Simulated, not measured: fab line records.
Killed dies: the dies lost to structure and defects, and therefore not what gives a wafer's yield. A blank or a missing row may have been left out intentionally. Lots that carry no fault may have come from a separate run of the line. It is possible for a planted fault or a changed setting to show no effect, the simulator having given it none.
fab line records -- flow sky130
record lots=5, wafers=15, last-day=49
route steps=708 shown FIELD_ISO@27 NWELL@32 DNWELL@35 PAD_OPEN@708
lots with no fault: from the same line, run without faults
start-h: hours from the record's first day to the start of the lot's first wafer shown -- wait-h: hours from the lot's prior step to this one -- " same as the row above -- L1.1+2: several wafers, shown together as one row -- - either no value or no given start -- * or withheld: withheld -- < > ~ a bound
route shown NAME@n: a module of which the file shows steps, and the number in the route of the first -- usual: mean and standard deviation over wafers with no fault -- same: alike in all rows -- chamber/n: place in a boat -- sites: readings site by site -- _std_site: how widely they spread, as a standard deviation -- _edge_site: outer sites' mean less inner sites' -- radius-mm: for every site, how far away it sits from the centre of the wafer -- mask NAME#n: copy n -- behind: the most recent tool/chamber to have shaped the wafer -- hold: cause of the lot's hold/its duration in hours/its outcome -- device: the transistor (n, p or np) that didn't switch -- end of line: tests of these same wafers at the route's end -- a step given without rows: its recipe and nothing more -- killed: the dies lost at the first sort to structure and to defects; this is not the yield of the wafer -- map: per-die view of a wafer (x killed, . not killed, _ where there is no die)
set.NAME: the setting the step ran with; set.NAME@STEP: the setting that earlier step ran with -- model.NAME: the simulator's own value behind a step, which no gauge read
a table for each step, a row for each wafer; lots at some steps of the route
services: when a tool's chamber went out of use (start-h, in hours from the record's first day, below 0 if earlier), for how many hours, and the reason
## steps
# step SKY_FIELD_ISO_ANNEAL_26
# recipe temp-c=1000, time-s=1800, ambient=N2
# step SKY_FIELD_ISO_CMP_27
# recipe stop-on=Si3N4, t-overpolish-s=16, down-force-psi=4, platen-rpm=60, target-thk-nm=457.8, pad-velocity-m-s=0.94248
# usual motor-current-A=12.2/1.1, overpolish-run-s=15.999/0.0082, time-to-endpoint-s=115/4.2
lot.wafer,tool,chamber,start-h,wait-h,motor-current-A,overpolish-run-s,time-to-endpoint-s
L714.3,cmp-01,1,60.23,0.3,12.0,15.987,106
L714.2,cmp-01,2,60.23,0.3,11.2,16.008,115
L714.4,cmp-01,3,60.23,0.3,12.6,16.003,116
L715.2,cmp-01,2,65.40,0.0,11.3,15.998,109
L715.3,cmp-01,0,65.40,0.0,13.5,15.993,114
L715.5,cmp-01,3,65.40,0.0,12.5,15.982,108
L724.4,cmp-01,1,115.84,0.0,12.0,16.021,121
L724.3,cmp-01,2,115.84,0.0,11.8,16.009,119
L724.2,cmp-01,3,115.84,0.0,11.7,15.995,125
L730.3,cmp-01,0,148.18,4.3,13.6,16.005,116
L730.6,cmp-01,2,148.18,4.3,11.5,15.984,110
L730.5,cmp-01,3,148.18,4.3,12.4,15.991,111
L731.1,cmp-01,0,150.18,1.1,13.8,16.007,119
L731.3,cmp-01,1,150.18,1.1,12.4,15.997,110
L731.5,cmp-01,0,150.18,1.1,12.7,15.995,120
# step SKY_FIELD_ISO_WET_ETCH_28
# recipe chemistry=dHF, target-depth-nm=23.7, target=SiO2, dilution=10:1, temp-c=25, time-s=47
# step SKY_FIELD_ISO_WET_ETCH_29
# recipe chemistry=H3PO4, target-depth-nm=160, target=Si3N4, temp-c=160, time-s=1825
# step SKY_FIELD_ISO_WET_ETCH_30
# recipe chemistry=dHF, target-depth-nm=25, target=SiO2, dilution=10:1, temp-c=25, time-s=50
# step SKY_NWELL_CLEAN_00
# recipe chemistry=SC1/SC2, mix=1:4:20, temp-c=70, time-s=150, dry=n2-spin
# step SKY_NWELL_OXIDATION_01
# recipe temp-c=900, ambient=O2, stabilise-s=600, purge-s=300, target-thk-a=100, ox-time-s=1418
# step SKY_NWELL_THK_MEAS_02
# recipe reads=SiO2_of_NWELL_OXIDATION_01
# usual NWELL_OXIDATION_THK=10.08/0.21
lot.wafer,tool,chamber,start-h,wait-h,NWELL_OXIDATION_THK[nm]
L714.2,film-metro-03,-,63.04,0.0,10.19
L714.3,film-metro-03,-,63.04,0.0,10.32
L714.4,film-metro-03,-,63.04,0.0,10.10
L715.2,film-metro-02,-,69.02,0.0,9.89
L715.3,film-metro-02,-,69.02,0.0,9.90
L715.5,film-metro-02,-,69.02,0.0,9.90
L724.2,film-metro-02,-,119.95,0.0,9.81
L724.3,film-metro-02,-,119.95,0.0,9.58
L724.4,film-metro-02,-,119.95,0.0,9.97
L730.3,film-metro-03,-,150.46,0.0,9.89
L730.5,film-metro-03,-,150.46,0.0,9.83
L730.6,film-metro-03,-,150.46,0.0,10.04
L731.1,film-metro-04,-,153.34,0.0,9.94
L731.3,film-metro-04,-,153.34,0.0,9.81
L731.5,film-metro-04,-,153.34,0.0,10.04
# step SKY_DNWELL_DEHYDRATE_00
# recipe temp-c=200, time-s=60
# step SKY_DNWELL_HMDS_01
# recipe prime-time-s=60, prime-temp-c=120
# step SKY_DNWELL_COAT_02
# recipe spin-rpm=2000, resist-thk-nm=3000
# step SKY_DNWELL_SOFTBAKE_03
# recipe temp-c=110, time-s=withheld
# step SKY_DNWELL_EXPOSE_04
# recipe mask-id=DNM, na=0.57, target-cd-nm=3000, dose-mj=222
lot.wafer,tool,chamber,start-h,wait-h,mask
L714.2+3+4,iline-stepper-02,0,70.75,-,DNM#0
L715.2+3+5,iline-stepper-02,0,76.05,-,DNM#0
L724.2+3+4,iline-stepper-02,0,128.90,-,DNM_R1#0
L730.3+5+6,iline-stepper-01,0,160.77,-,DNM#0
L731.1+3+5,iline-stepper-01,0,163.61,-,DNM#0
# step SKY_DNWELL_PEB_05
# recipe temp-c=115, time-s=withheld
# step SKY_PAD_OPEN_PROBE_99
# usual killed_at_M0_to_M3=44/7.2, killed_at_M4_up=3.1/1.8, killed-at-contacts=24/4.5, killed-at-front-end=16/4.4, killed-at-other=0.2/0.42, killed-dies=87/8.9, killed-on-rim=17/4.1, killed-open=48/6.4, killed-short=39/6.2
# same gross-dies=492, killed-at-back-side=0
lot.wafer,tool,chamber,start-h,wait-h,killed_at_M0_to_M3,killed_at_M4_up,killed-at-contacts,killed-at-front-end,killed-at-other,killed-dies,killed-on-rim,killed-open,killed-short,model.etest.res-deep-nwell.width-nm,model.etest.res-deep-nwell.line-ohm-um
L714.2,prober-02,-,1088.36,0.1,56,4,27,16,0,103,24,55,48,2983,741
L714.3,prober-02,-,1088.41,0.2,43,3,22,14,0,82,19,49,33,3006,738
L714.4,prober-02,-,1088.46,0.2,51,0,24,18,1,94,16,61,33,2995,741.3
L715.2,prober-01,-,1097.43,0.1,51,3,27,22,0,103,21,62,41,2992,725.5
L715.3,prober-01,-,1097.48,0.2,62,3,27,18,0,110,16,57,53,2997,726.7
L715.5,prober-01,-,1097.58,0.2,38,5,28,18,0,89,15,51,38,2987,732.5
L724.2,prober-02,-,1156.62,0.1,43,0,21,17,0,81,14,40,41,2399,923.5
L724.3,prober-02,-,1156.67,0.2,42,1,20,13,1,77,10,41,36,2401,924.1
L724.4,prober-02,-,1156.72,0.2,54,3,33,14,0,104,18,54,50,2407,911.6
L730.3,prober-02,-,1186.64,0.2,36,4,19,14,0,73,17,38,35,2993,725.2
L730.5,prober-02,-,1186.74,0.2,54,3,24,10,0,91,11,53,38,2998,721.9
L730.6,prober-02,-,1186.79,0.2,36,1,38,14,0,89,18,48,41,3012,739.2
L731.1,prober-01,-,1187.67,0.1,40,1,16,19,1,77,14,40,37,2985,760.2
L731.3,prober-01,-,1187.77,0.2,43,4,22,16,0,85,16,44,41,2997,753.3
L731.5,prober-01,-,1187.87,0.2,37,0,29,21,1,88,18,49,39,2984,747.3
# killed by level:class
L714.2 VIA1:geometric-particle:open=12 CONTACT:geometric-particle:open=9 VIA2:geometric-particle:open=8 METAL1:geometric-particle:short=7 VIA1:geometric-particle:short=7 VIA3:geometric-particle:open=7 LI_CONTACT:geometric-particle:open=6 LOCAL_INTERCONNECT:geometric-particle:short=5
L714.3 VIA1:geometric-particle:open=9 VIA1:geometric-particle:short=7 CONTACT:geometric-particle:short=7 CONTACT:geometric-particle:open=7 VIA3:geometric-particle:open=7 FIELD_ISO:geometric-particle:open=5 LI_CONTACT:geometric-particle:open=4 LOCAL_INTERCONNECT:geometric-particle:short=4
L714.4 CONTACT:geometric-particle:open=15 VIA1:geometric-particle:open=15 VIA3:geometric-particle:open=8 FIELD_ISO:geometric-particle:open=7 FIELD_ISO:geometric-particle:short=5 METAL1:geometric-particle:short=5 LI_CONTACT:geometric-particle:open=4 VIA2:geometric-particle:short=4
L715.2 VIA1:geometric-particle:open=16 VIA3:geometric-particle:open=10 LI_CONTACT:geometric-particle:open=7 FIELD_ISO:geometric-particle:short=6 POLY_GATE:geometric-particle:open=6 CONTACT:geometric-particle:open=6 VIA2:geometric-particle:open=6 FIELD_ISO:geometric-particle:open=5
L715.3 VIA1:geometric-particle:open=12 METAL2:geometric-particle:short=10 CONTACT:geometric-particle:open=9 VIA3:geometric-particle:open=8 METAL1:geometric-particle:short=7 LOCAL_INTERCONNECT:geometric-particle:short=6 METAL3:geometric-particle:short=6 POLY_GATE:geometric-particle:open=5
L715.5 CONTACT:geometric-particle:open=11 VIA3:geometric-particle:open=10 VIA1:geometric-particle:open=9 LI_CONTACT:geometric-particle:open=8 POLY_GATE:geometric-particle:short=7 METAL1:geometric-particle:short=6 FIELD_ISO:geometric-particle:short=5 CONTACT:geometric-particle:short=5
L724.2 VIA1:geometric-particle:open=11 METAL2:geometric-particle:short=8 CONTACT:geometric-particle:open=7 CONTACT:geometric-particle:short=6 METAL1:geometric-particle:short=6 FIELD_ISO:geometric-particle:short=5 VIA3:geometric-particle:open=5 POLY_GATE:geometric-particle:short=4
L724.3 VIA1:geometric-particle:open=11 FIELD_ISO:geometric-particle:open=6 LI_CONTACT:geometric-particle:open=6 VIA2:geometric-particle:open=6 VIA1:geometric-particle:short=5 CONTACT:geometric-particle:short=4 METAL2:geometric-particle:short=4 CONTACT:geometric-particle:open=4
L724.4 CONTACT:geometric-particle:open=11 VIA1:geometric-particle:open=10 VIA3:geometric-particle:open=10 VIA1:geometric-particle:short=9 LI_CONTACT:geometric-particle:short=8 METAL2:geometric-particle:short=8 POLY_GATE:geometric-particle:open=5 LI_CONTACT:geometric-particle:open=5
L730.3 VIA1:geometric-particle:open=8 CONTACT:geometric-particle:open=7 VIA3:geometric-particle:open=5 FIELD_ISO:geometric-particle:open=4 LI_CONTACT:geometric-particle:short=4 CONTACT:geometric-particle:short=4 VIA3:geometric-particle:short=4 VIA1:geometric-particle:short=4
L730.5 VIA1:geometric-particle:open=18 CONTACT:geometric-particle:open=9 VIA2:geometric-particle:open=7 VIA2:geometric-particle:short=5 METAL1:geometric-particle:short=5 LI_CONTACT:geometric-particle:open=4 LOCAL_INTERCONNECT:geometric-particle:short=4 CONTACT:geometric-particle:short=4
L730.6 LI_CONTACT:geometric-particle:open=11 CONTACT:geometric-particle:open=9 VIA1:geometric-particle:open=8 FIELD_ISO:geometric-particle:open=6 LOCAL_INTERCONNECT:geometric-particle:short=6 VIA3:geometric-particle:open=6 VIA2:geometric-particle:short=5 LI_CONTACT:geometric-particle:short=5
L731.1 VIA1:geometric-particle:open=9 LI_CONTACT:geometric-particle:open=8 METAL1:geometric-particle:short=7 METAL2:geometric-particle:short=5 VIA1:geometric-particle:short=5 POLY_GATE:geometric-particle:open=4 POLY_GATE:geometric-particle:short=4 CONTACT:geometric-particle:open=4
L731.3 VIA1:geometric-particle:open=10 CONTACT:geometric-particle:open=8 VIA1:geometric-particle:short=8 LI_CONTACT:geometric-particle:open=5 FIELD_ISO:geometric-particle:open=4 SPACER:geometric-particle:short=4 CONTACT:geometric-particle:short=4 METAL1:geometric-particle:short=4
L731.5 CONTACT:geometric-particle:open=9 VIA1:geometric-particle:open=9 LI_CONTACT:geometric-particle:open=7 VIA2:geometric-particle:open=7 CONTACT:geometric-particle:short=7 FIELD_ISO:geometric-particle:short=6 METAL2:geometric-particle:short=5 FIELD_ISO:geometric-particle:open=4
## services
tool,chamber,start-h,hours,kind
cmp-01,-,38.52,0.5,repair
cmp-01,-,40.01,3.2,repair
cmp-01,-,62.03,2.3,repair
cmp-01,-,66.82,0.5,repair
cmp-01,-,72.55,10.8,pm
cmp-01,-,92.85,2.2,repair
iline-stepper-01,-,125.23,1.7,pm
cmp-01,-,143.73,4.3,repair
cmp-01,-,152.04,1.4,repair
cmp-01,-,155.31,1.7,repair
## key
first-sign step=SKY_DNWELL_EXPOSE_04, reading=mask, direction=changed
effect none on later readings
model-effect step=SKY_PAD_OPEN_PROBE_99, value=etest.res-deep-nwell.width-nm, without=3003, struck=2402
met-at SKY_DNWELL_EXPOSE_04
struck-wafers L724.2,L724.3,L724.4
tester-left-out L724
onset-between 76.05 128.90
fault kind=wrong-mask, tool=any, chamber=-, onset-h=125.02, steps=SKY_DNWELL_EXPOSE_04, aux-copy=DNM_R1#0, cd-offset-nm=-600, scope=struck-lots-only
# tester-left-out: of these lots the tester's yield and bins aren't shown, on N5 and GAA mostly nor the transistor test; their killed dies are dies lost to structure and defects alone, not to doping, threshold or leakage, so they don't give the yield
